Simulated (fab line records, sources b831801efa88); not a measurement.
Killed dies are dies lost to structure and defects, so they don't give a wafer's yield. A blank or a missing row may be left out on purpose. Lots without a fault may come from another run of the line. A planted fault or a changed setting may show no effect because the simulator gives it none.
fab line records | flow gf180mcu
record lots=15 wafers=45 last_day=34
route steps=602 shown V4@491 MIM@504
lots that met no fault: from a run of the same line without faults
start_h: hours from the record's first day to the start of the lot's first wafer shown | wait_h: hours since the lot's step before | " the same as in the row above | L1.1+2: a row that stands for several wafers | - no value, or no start given | * or withheld: withheld | < > ~ a bound
route shown NAME@n: a module of which the file shows steps, and the number in the route of the first | usual: mean/standard deviation of fault-free wafers | same: alike in all rows | chamber/n: place in a boat | sites: the reading at each site | _std_site: their standard deviation | _edge_site: outer sites' mean less inner sites' | radius_mm: how far each site lies from the wafer's centre | mask NAME#n: copy n | behind: the tool/chamber that last shaped the wafer | hold: why the lot was held/for how many hours/how that ended | device: the transistor (n, p or np) that didn't switch | end of line: the same wafers' tests at the end of the route | a step without rows: its recipe alone | killed: dies lost to structure and defects at the first sort, not the wafer's yield | map: a wafer's dies, x killed, . not, _ none there
set.NAME: the setting as run; set.NAME@STEP: as run at that earlier step | model.NAME: the simulator's own value behind a step, which no gauge read
steps of the route over a sample of lots; a table a step, a row a wafer
services: from which hour (start_h, from the record's first day; less than 0 if before it) a tool's chamber was out of use, for how many hours, and why
## steps
# step GF_V4_OVL_MEAS_15
# usual V4_OVL=-6/4.6
# columns lot.wafer tool chamber start_h wait_h V4_OVL[nm]
L738.2 overlay-02 - 563.48 0.1 -7
L738.5 " - " " 3
L738.6 " - " " 1
L740.1 overlay-01 - 584.29 0.1 0
L740.3 " - " " -2
L740.6 " - " " -1
L741.1 overlay-02 - 587.57 0.1 -3
L741.2 " - " " 2
L741.3 " - " " 2
L742.1 overlay-02 - 603.84 0.1 -3
L742.2 " - " " -6
L742.3 " - " " -5
L743.1 overlay-02 - 613.02 0.1 -6
L743.2 " - " " -5
L743.3 " - " " -7
L745.2 overlay-02 - 621.79 0.1 -8
L745.3 " - " " -14
L745.4 " - " " -10
L747.2 overlay-01 - 637.04 0.1 0
L747.3 " - " " -7
L747.5 " - " " -5
L752.3 overlay-01 - 671.90 0.1 -5
L752.5 " - " " -6
L752.6 " - " " -5
L753.1 overlay-01 - 675.09 0.1 -5
L753.2 " - " " -5
L753.4 " - " " -4
L754.1 overlay-01 - 685.27 0.1 -4
L754.3 " - " " -3
L754.4 " - " " 0
L755.1 overlay-01 - 693.17 0.1 -7
L755.3 " - " " -7
L755.6 " - " " -2
L756.3 overlay-02 - 694.70 0.1 -7
L756.5 " - " " -12
L756.6 " - " " -6
L758.1 overlay-01 - 709.02 0.1 -2
L758.3 " - " " -5
L758.4 " - " " -8
L759.1 overlay-02 - 714.87 0.1 -6
L759.3 " - " " -9
L759.5 " - " " -12
L760.1 overlay-01 - 718.66 0.1 0
L760.2 " - " " -4
L760.4 " - " " 0
# step GF_V4_ETCH_17
# recipe chemistry=C4F8/O2/Ar mask_material=KrF target=SiO2 stop_on=TiN source_w=1500 bias_w=1200 pressure_mtorr=40 c4f8_flow_sccm=withheld O2_flow_sccm=6 Ar_flow_sccm=300 time_s=withheld target_depth_a=6300
# usual oes_product_au=0.856/0.0045
# columns lot.wafer tool chamber start_h wait_h oes_product_au
L738.2 rie_diel-02 0 - - 0.858
L738.5 " 0 " " 0.857
L738.6 " 3 " " 0.854
L740.1 rie_diel-01 1 - - 0.856
L740.3 " 2 " " 0.853
L740.6 " 0 " " 0.860
L741.1 rie_diel-03 3 - - 0.860
L741.2 " 2 " " 0.852
L741.3 " 1 " " 0.847
L742.1 rie_diel-01 2 - - 0.860
L742.2 " 0 " " 0.861
L742.3 " 3 " " 0.859
L743.1 rie_diel-03 1 - - 0.856
L743.2 " 0 " " 0.851
L743.3 " 3 " " 0.864
L745.2 rie_diel-01 1 - - 0.856
L745.3 " 0 " " 0.854
L745.4 " 3 " " 0.861
L747.2 rie_diel-03 2 - - 0.844
L747.3 " 3 " " 0.852
L747.5 " 3 " " 0.855
L752.3 rie_diel-01 1 - - 0.858
L752.5 " 3 " " 0.859
L752.6 " 0 " " 0.858
L753.1 rie_diel-01 0 - - 0.861
L753.2 " 1 " " 0.860
L753.4 " 1 " " 0.862
L754.1 rie_diel-03 2 - - 0.857
L754.3 " 0 " " 0.853
L754.4 " 3 " " 0.847
L755.1 rie_diel-02 1 - - 0.865
L755.3 " 2 " " 0.853
L755.6 " 3 " " 0.854
L756.3 rie_diel-03 1 - - 0.853
L756.5 " 3 " " 0.861
L756.6 " 0 " " 0.854
L758.1 rie_diel-02 2 - - 0.858
L758.3 " 3 " " 0.853
L758.4 " 2 " " 0.853
L759.1 rie_diel-03 3 - - 0.852
L759.3 " 2 " " 0.857
L759.5 " 2 " " 0.860
L760.1 rie_diel-02 2 - - 0.855
L760.2 " 1 " " 0.854
L760.4 " 3 " " 0.851
# step GF_MIM_SPUTTER_01
# recipe material=TiN target_thk_nm=30 power_w=6500 time_s=25 chamber_pressure_pa=0.4
# usual cathode_dc_power_W=6500.0/1.2 chamber_pressure_pa=0.4000/0.00078 throttle_valve_pct=29.9/0.88
# columns lot.wafer tool chamber start_h wait_h cathode_dc_power_W chamber_pressure_pa throttle_valve_pct
L738.2 pvd_sputter-01 - 564.96 0.1 6498.9 0.4002 29.9
L738.5 " - " " 6500.2 0.3991 32.0
L738.6 " - " " 6499.7 0.3995 29.7
L740.1 pvd_sputter-01 - 585.78 0.1 6499.2 0.3998 32.1
L740.3 " - " " 6499.9 0.4000 29.4
L740.6 " - " " 6499.4 0.4006 32.1
L741.1 pvd_sputter-01 - 589.25 0.1 6499.3 0.4003 29.8
L741.2 " - " " 6500.0 0.4007 32.1
L741.3 " - " " 6501.1 0.3999 30.0
L742.1 pvd_sputter-03 - 605.34 0.1 6500.2 0.3997 30.8
L742.2 " - " " 6499.2 0.3994 29.2
L742.3 " - " " 6498.3 0.3995 28.9
L743.1 pvd_sputter-02 - 614.55 0.1 6501.1 0.3998 30.4
L743.2 " - " " 6502.4 0.4004 29.3
L743.3 " - " " 6498.1 0.4006 30.0
L745.2 pvd_sputter-01 - 623.28 0.1 6499.1 0.3996 29.6
L745.3 " - " " 6499.2 0.3991 31.9
L745.4 " - " " 6500.2 0.4015 30.1
L747.2 pvd_sputter-02 - 638.53 0.1 6501.3 0.3999 29.9
L747.3 " - " " 6500.3 0.4000 29.2
L747.5 " - " " 6501.5 0.3993 29.8
L752.3 pvd_sputter-02 - 673.38 0.1 6500.4 0.4000 30.4
L752.5 " - " " 6500.7 0.4006 29.0
L752.6 " - " " 6500.4 0.3996 30.4
L753.1 pvd_sputter-03 - 676.92 0.1 6498.8 0.3995 28.7
L753.2 " - " " 6499.7 0.4019 29.2
L753.4 " - " " 6499.3 0.3991 30.7
L754.1 pvd_sputter-02 - 686.89 0.1 6501.1 0.3996 30.1
L754.3 " - " " 6501.0 0.4008 29.2
L754.4 " - " " 6500.6 0.4003 30.5
L755.1 pvd_sputter-02 - 695.66 0.1 6500.3 0.4001 30.4
L755.3 " - " " 6498.7 0.3986 29.1
L755.6 " - " " 6499.0 0.3991 29.0
L756.3 pvd_sputter-02 - 696.36 0.1 6500.5 0.3992 30.0
L756.5 " - " " 6498.9 0.4000 29.2
L756.6 " - " " 6499.8 0.3997 29.8
L758.1 pvd_sputter-01 - 710.59 0.1 6500.0 0.3996 29.5
L758.3 " - " " 6500.9 0.4023 32.2
L758.4 " - " " 6499.7 0.4002 29.9
L759.1 pvd_sputter-03 - 716.36 0.1 6502.2 0.3994 30.8
L759.3 " - " " 6502.7 0.3999 29.2
L759.5 " - " " 6499.8 0.3999 29.0
L760.1 pvd_sputter-01 - 720.19 0.1 6499.5 0.4007 29.4
L760.2 " - " " 6499.6 0.3998 32.1
L760.4 " - " " 6499.3 0.4000 29.7
# step GF_MIM_SPUTTER_08
# recipe material=AlCu target_thk_nm=200 power_w=10600 time_s=10.6 chamber_pressure_pa=0.4
# usual cathode_dc_power_W=10600/2.1 chamber_pressure_pa=0.4000/0.00074 throttle_valve_pct=29.7/0.9
# columns lot.wafer tool chamber start_h wait_h cathode_dc_power_W chamber_pressure_pa throttle_valve_pct
L738.2 pvd_sputter-02 - 565.22 0.0 10600 0.3999 29.5
L738.5 " - " " 10599 0.3990 29.4
L738.6 " - " " 10600 0.4001 29.8
L740.1 pvd_sputter-03 - 586.04 0.0 10602 0.4001 29.4
L740.3 " - " " 10596 0.4005 28.8
L740.6 " - " " 10600 0.3992 28.7
L741.1 pvd_sputter-03 - 589.51 0.0 10596 0.3996 28.8
L741.2 " - " " 10606 0.3995 30.7
L741.3 " - " " 10600 0.4013 29.0
L742.1 pvd_sputter-02 - 605.59 0.0 - - -
L742.2 " - " " - - -
L742.3 " - " " - - -
L743.1 pvd_sputter-03 - 614.81 0.0 - - -
L743.2 " - " " - - -
L743.3 " - " " - - -
L745.2 pvd_sputter-03 - 623.54 0.0 - - -
L745.3 " - " " - - -
L745.4 " - " " - - -
L747.2 pvd_sputter-03 - 638.79 0.0 10600 0.3998 28.8
L747.3 " - " " 10599 0.3990 30.7
L747.5 " - " " 10602 0.3987 29.4
L752.3 pvd_sputter-01 - 673.64 0.0 10600 0.3990 32.1
L752.5 " - " " 10602 0.3991 31.8
L752.6 " - " " 10599 0.4004 30.2
L753.1 pvd_sputter-02 - 677.18 0.0 10601 0.3993 30.5
L753.2 " - " " 10604 0.4004 29.1
L753.4 " - " " 10600 0.4002 29.8
L754.1 pvd_sputter-01 - 687.17 0.0 10600 0.3997 29.2
L754.3 " - " " 10602 0.3997 30.0
L754.4 " - " " 10602 0.4001 30.0
L755.1 pvd_sputter-03 - 695.92 0.0 10598 0.4007 29.3
L755.3 " - " " 10601 0.4011 28.8
L755.6 " - " " 10601 0.3989 29.3
L756.3 pvd_sputter-03 - 696.62 0.0 10600 0.4001 28.9
L756.5 " - " " 10599 0.3994 29.0
L756.6 " - " " 10596 0.4002 28.6
L758.1 pvd_sputter-02 - 710.84 0.0 10601 0.4002 30.6
L758.3 " - " " 10601 0.4007 29.1
L758.4 " - " " 10599 0.4004 30.1
L759.1 pvd_sputter-02 - 716.62 0.0 10598 0.4002 29.2
L759.3 " - " " 10598 0.4009 29.1
L759.5 " - " " 10600 0.3997 30.3
L760.1 pvd_sputter-02 - 720.44 0.0 10603 0.3997 29.4
L760.2 " - " " 10602 0.3997 30.4
L760.4 " - " " 10600 0.3998 29.2
# step GF_MIM_RS_MEAS_10
# recipe thk_meas_gauge=four-point-probe reads=TiN_of_MIM_SPUTTER_09+AlCu_of_MIM_SPUTTER_08+TiN_of_MIM_SPUTTER_07
# usual MIM_ALCU_RS=0.1605/0.002
# columns lot.wafer tool chamber start_h wait_h MIM_ALCU_RS[ohm/sq]
L738.2 film_metro-02 - 565.29 0.0 0.1636
L738.5 " - " " 0.1630
L738.6 " - " " 0.1624
L740.1 film_metro-03 - 586.09 0.0 0.1601
L740.3 " - " " 0.1604
L740.6 " - " " 0.1592
L741.1 film_metro-03 - 589.56 0.0 0.1591
L741.2 " - " " 0.1595
L741.3 " - " " 0.1560
L742.1 film_metro-01 - 605.65 0.0 9.6347
L742.2 " - " " 9.4705
L742.3 " - " " 9.6327
L743.1 film_metro-01 - 614.86 0.0 9.4511
L743.2 " - " " 9.5791
L743.3 " - " " 9.4945
L745.2 film_metro-03 - 623.61 0.0 9.4182
L745.3 " - " " 9.3594
L745.4 " - " " 9.3781
L747.2 film_metro-02 - 638.86 0.0 0.1583
L747.3 " - " " 0.1615
L747.5 " - " " 0.1609
L752.3 film_metro-03 - 673.73 0.1 0.1615
L752.5 " - " " 0.1626
L752.6 " - " " 0.1607
L753.1 film_metro-03 - 677.23 0.0 0.1604
L753.2 " - " " 0.1594
L753.4 " - " " 0.1617
L754.1 film_metro-03 - 687.22 0.0 0.1637
L754.3 " - " " 0.1619
L754.4 " - " " 0.1631
L755.1 film_metro-01 - 695.98 0.0 0.1582
L755.3 " - " " 0.1547
L755.6 " - " " 0.1571
L756.3 film_metro-03 - 696.72 0.1 0.1592
L756.5 " - " " 0.1609
L756.6 " - " " 0.1587
L758.1 film_metro-03 - 710.90 0.0 0.1604
L758.3 " - " " 0.1604
L758.4 " - " " 0.1597
L759.1 film_metro-03 - 716.67 0.0 0.1624
L759.3 " - " " 0.1619
L759.5 " - " " 0.1602
L760.1 film_metro-03 - 720.50 0.0 0.1607
L760.2 " - " " 0.1591
L760.4 " - " " 0.1593
# step GF_MIM_THK_MEAS_11
# recipe thk_meas_gauge=xrf reads=AlCu_of_MIM_SPUTTER_08
# usual MIM_ALCU_THK=197.8/2.4
# columns lot.wafer tool chamber start_h wait_h MIM_ALCU_THK[nm]
L738.2 film_metro-02 - 565.40 0.1 194.9
L738.5 " - " " 195.2
L738.6 " - " " 195.8
L740.1 film_metro-03 - 586.21 0.1 196.5
L740.3 " - " " 196.7
L740.6 " - " " 198.9
L741.1 film_metro-03 - 589.68 0.1 197.7
L741.2 " - " " 197.5
L741.3 " - " " 202.5
L742.1 film_metro-01 - 605.77 0.1 <0.4
L742.2 " - " " <0.4
L742.3 " - " " <0.4
L743.1 film_metro-01 - 614.98 0.1 <0.4
L743.2 " - " " <0.4
L743.3 " - " " <0.4
L745.2 film_metro-03 - 623.72 0.1 <0.2
L745.3 " - " " <0.2
L745.4 " - " " <0.2
L747.2 film_metro-02 - 638.97 0.1 200.6
L747.3 " - " " 198.2
L747.5 " - " " 197.7
L752.3 film_metro-03 - 673.83 0.1 196.9
L752.5 " - " " 195.1
L752.6 " - " " 196.7
L753.1 film_metro-03 - 677.35 0.1 197.8
L753.2 " - " " 198.9
L753.4 " - " " 197.2
L754.1 film_metro-03 - 687.34 0.1 194.6
L754.3 " - " " 196.3
L754.4 " - " " 193.3
L755.1 film_metro-01 - 696.10 0.1 200.3
L755.3 " - " " 204.8
L755.6 " - " " 202.1
L756.3 film_metro-03 - 696.82 0.1 199.0
L756.5 " - " " 197.2
L756.6 " - " " 199.8
L758.1 film_metro-03 - 711.02 0.1 198.4
L758.3 " - " " 197.9
L758.4 " - " " 199.2
L759.1 film_metro-03 - 716.79 0.1 195.6
L759.3 " - " " 196.3
L759.5 " - " " 198.0
L760.1 film_metro-03 - 720.62 0.1 197.3
L760.2 " - " " 199.3
L760.4 " - " " 199.0
# step GF_MIM_METAL_ETCH_19
# recipe chemistry=Cl2/BCl3 mask_material=NOVOLAK stop_on=Si3N4 target_depth_nm=324.5 pressure_mtorr=8 icp_w=800 bias_w=140 Cl2_flow_sccm=80 bcl3_flow_sccm=40 time_s=54.1
# usual drypump_motor_current_A=5.32/0.15 oes_product_au=0.940/0.0071 throttle_valve_pct=28.286/0.011
# columns lot.wafer tool chamber start_h wait_h drypump_motor_current_A oes_product_au rf_hours_counter_h throttle_valve_pct
L738.2 rie_metal-03 1 586.20 0.1 5.36 0.936 1 28.274
L738.5 " 1 " " 5.36 0.935 - 28.294
L738.6 " 0 " " 5.26 0.938 - 28.287
L740.1 rie_metal-03 1 607.15 0.1 5.37 0.928 1 28.277
L740.3 " 1 " " 5.38 0.949 - 28.278
L740.6 " 0 " " 5.28 0.947 - 28.299
L741.1 rie_metal-03 0 609.55 0.1 5.28 0.936 3 28.289
L741.2 " 1 " " 5.37 0.936 1 28.290
L741.3 " 1 " " 5.37 0.952 - 28.300
L742.1 rie_metal-03 0 625.75 0.1 5.26 1.005 3 28.234
L742.2 " 1 " " 5.38 1.003 2 28.218
L742.3 " 1 " " 5.37 0.990 - 28.215
L743.1 rie_metal-01 0 635.02 0.1 5.51 0.975 1 28.262
L743.2 " 1 " " 5.30 0.978 6 28.243
L743.3 " 0 " " 5.51 0.974 - 28.257
L745.2 rie_metal-03 0 643.55 0.1 5.27 0.992 3 28.231
L745.3 " 1 " " 5.38 0.998 - 28.219
L745.4 " 0 " " 5.26 0.991 - 28.231
L747.2 rie_metal-04 1 658.01 0.1 5.54 0.950 13 28.269
L747.3 " 1 " " 5.53 0.944 - 28.299
L747.5 " 1 " " 5.53 0.937 - 28.282
L752.3 rie_metal-01 0 692.84 0.1 5.51 0.928 - 28.286
L752.5 " 0 " " 5.53 0.937 - 28.302
L752.6 " 1 " " 5.29 0.939 - 28.304
L753.1 rie_metal-04 0 695.35 0.1 5.00 0.942 6 28.279
L753.2 " 0 " " 5.01 0.946 - 28.272
L753.4 " 0 " " 5.03 0.936 - 28.286
L754.1 rie_metal-03 0 705.11 0.1 5.29 0.932 6 28.295
L754.3 " 0 " " 5.26 0.930 - 28.295
L754.4 " 1 " " 5.41 0.939 - 28.282
L755.1 rie_metal-01 0 713.71 0.1 5.52 0.953 3 28.274
L755.3 " 1 " " 5.27 0.953 - 28.263
L755.6 " 1 " " 5.29 0.947 - 28.263
L756.3 rie_metal-03 1 714.68 0.1 5.37 0.948 - 28.277
L756.5 " 1 " " 5.38 0.939 - 28.302
L756.6 " 0 " " 5.28 0.947 - 28.278
L758.1 rie_metal-04 0 729.40 0.1 5.03 0.938 9 28.285
L758.3 " 0 " " 5.07 0.946 - 28.278
L758.4 " 1 " " 5.52 0.942 - 28.280
L759.1 rie_metal-01 1 734.61 0.1 5.28 0.932 10 28.300
L759.3 " 0 " " 5.53 0.944 - 28.294
L759.5 " 0 " " 5.51 0.946 - 28.283
L760.1 rie_metal-01 0 738.06 0.1 5.50 0.939 4 28.269
L760.2 " 1 " " 5.28 0.930 10 28.285
L760.4 " 1 " " 5.30 0.949 - 28.280
## services
# columns tool chamber start_h hours kind
pvd_sputter-01 - 551.52 5.4 repair
rie_diel-03 - 567.07 0.7 repair
rie_diel-03 1 575.90 5.7 repair
rie_diel-01 - 581.52 2.8 pm
pvd_sputter-03 - 591.05 4.6 repair
pvd_sputter-01 - 608.64 2.7 repair
rie_diel-03 - 620.86 2.8 pm
rie_metal-04 - 631.90 15.6 pm
rie_metal-03 - 639.23 0.3 repair
pvd_sputter-01 - 640.34 3.0 repair
pvd_sputter-02 2 645.43 - consumable_replace:kit
pvd_sputter-02 2 645.43 18.0 scheduled_down
rie_diel-03 3 651.88 11.8 repair
rie_diel-01 0 653.83 4.3 repair
rie_diel-01 2 656.02 20.4 repair
rie_diel-01 2 680.29 16.2 repair
rie_metal-01 1 682.49 1.3 repair
rie_metal-04 - 689.90 1.4 pm
rie_metal-04 1 692.18 5.9 repair
pvd_sputter-01 - 694.39 3.5 repair
rie_diel-02 1 699.74 11.0 repair
pvd_sputter-03 - 703.23 7.4 repair
rie_diel-01 0 707.62 8.1 repair
rie_diel-01 3 713.17 1.4 repair
## key
first_sign step=GF_MIM_SPUTTER_08 reading=tool_record direction=missing
effect step=GF_MIM_RS_MEAS_10 reading=MIM_ALCU_RS direction=up sigmas=99+ usual=0.1605 struck=9.4909
effect step=GF_MIM_THK_MEAS_11 reading=MIM_ALCU_THK direction=down sigmas=83 usual=197.8 struck=<0.3
effect step=GF_MIM_METAL_ETCH_19 reading=oes_product_au direction=up sigmas=7 usual=0.940 struck=0.990
met_at GF_MIM_SPUTTER_08
struck_lots L742,L743,L745
later_rows_left_out L742.1,L742.2,L742.3,L743.1,L743.2,L743.3,L745.2,L745.3,L745.4
sort_left_out L742.1,L742.2,L742.3,L743.1,L743.2,L743.3,L745.2,L745.3,L745.4
not_acting_at GF_V4_OVL_MEAS_15,GF_V4_ETCH_17,GF_MIM_SPUTTER_01
onset_between 589.51 605.59
fault kind=skipped_step_whole tool=pvd_sputter-02,pvd_sputter-03 chamber=- onset_h=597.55 steps=GF_MIM_SPUTTER_08 scope=struck_lots_only
# sort_left_out: the simulated sort isn't trusted on such a fault, so these wafers' sort isn't shown, and their yield isn't known
# later_rows_left_out: the simulator's readings of these wafers behind a module that went badly wrong aren't trusted and aren't shown, but for the sort
